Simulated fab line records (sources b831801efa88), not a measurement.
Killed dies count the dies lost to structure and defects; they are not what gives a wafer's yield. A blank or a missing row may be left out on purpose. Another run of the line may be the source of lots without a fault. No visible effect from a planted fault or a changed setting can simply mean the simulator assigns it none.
8D (eight disciplines) problem report, filled in by code    flow sky130    the parts of the form that need people (team, actions taken, sign-off) are left out

== 1. THE PROBLEM ==
Wafers without a fault read 3000.2 rpm, standard deviation 2.5; spinSpeedRpm at SKY_VIA3_COAT_07 reads a mean of 3756.7 rpm on 9 wafers belonging to 3 lots. That is +99 or more standard deviations from the usual mean.
The step: resist thk 450 nm.
First seen on wafer L240.1, day 43 14:00, on lithoTrack-04. Wafers with a number at this step in the record: 33, from 11 lots. By rule, "out" or "out of limits" means more than 4 standard deviations away from the usual mean. The other wafers with a number count as sound.

== 2. WHAT IT IS, AND WHAT IT ISN'T ==
question                     is                      is not
which readings at this step  spinSpeedRpm            chillPlateTempC
which lots                   L240, L242, L246        L229, L232, L234, L235, L236, L239, L241, L248
which wafers of those lots   all that have a number  -
read on which tools          lithoTrack-04           lithoTrack-02, lithoTrack-03
when                         from day 43 14:00       up to then (18 sound wafers); but 6 sound wafers of L241, L248 came after

== 3. THE SUSPECTS, EACH WITH WHAT RULES IT OUT ==
Counting: a tool stays on the suspect list if, at a process step up to the reading, it processed all lots that are out and no sound lot following the first of them.
- lithoTrack-04 at SKY_VIA3_COAT_07 (resist thk 450 nm): kept. It processed each lot that is out, first L240 at day 43 14:00, and no sound lot thereafter; up to then, the last sound lot it processed was L239 at day 43 10:00. Its own spinSpeedRpm readings are out on those wafers.
After counting, what remains is lithoTrack-04 at SKY_VIA3_COAT_07.

== 4. THE CAUSE (what the simulator had put in) ==
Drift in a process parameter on lithoTrack-04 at SKY_VIA3_COAT_07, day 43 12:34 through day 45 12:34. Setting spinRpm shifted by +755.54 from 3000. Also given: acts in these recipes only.
Only this tool survived the counting.

== 5. THE EFFECT CHAIN, in route order ==
Each row: a reading where the mean over the struck wafers with a number is more than 3 standard deviations away from the usual. Readings are gone through only where the record gives a usual standard deviation; hours: the median, over the lots, of the time from a lot's start at the first step in this table giving one to that lot's start at this step; sigmas: the change measured in usual standard deviations.
hours  step               reading               usual       on struck wafers  change  sigmas
0      SKY_VIA3_COAT_07   spinSpeedRpm          3000.2 rpm  3756.7            +756.5  +99 or more
12     SKY_VIA3_STRIP_16  oesProductAu          0.402 a.u.  0.379             -0.023  -4.6
12     SKY_VIA3_STRIP_16  stripTimeToEndpointS  4.127 s     3.609             -0.518  -19
The process steps in it:
- SKY_VIA3_COAT_07: resist thk 450 nm.
- SKY_VIA3_STRIP_16: strips in O2/N2.

== 6. HOW IT WOULD HAVE BEEN CAUGHT EARLIER ==
In this record the first reading out of limits was taken at day 43 14:00, 1 hour after the fault began at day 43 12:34.
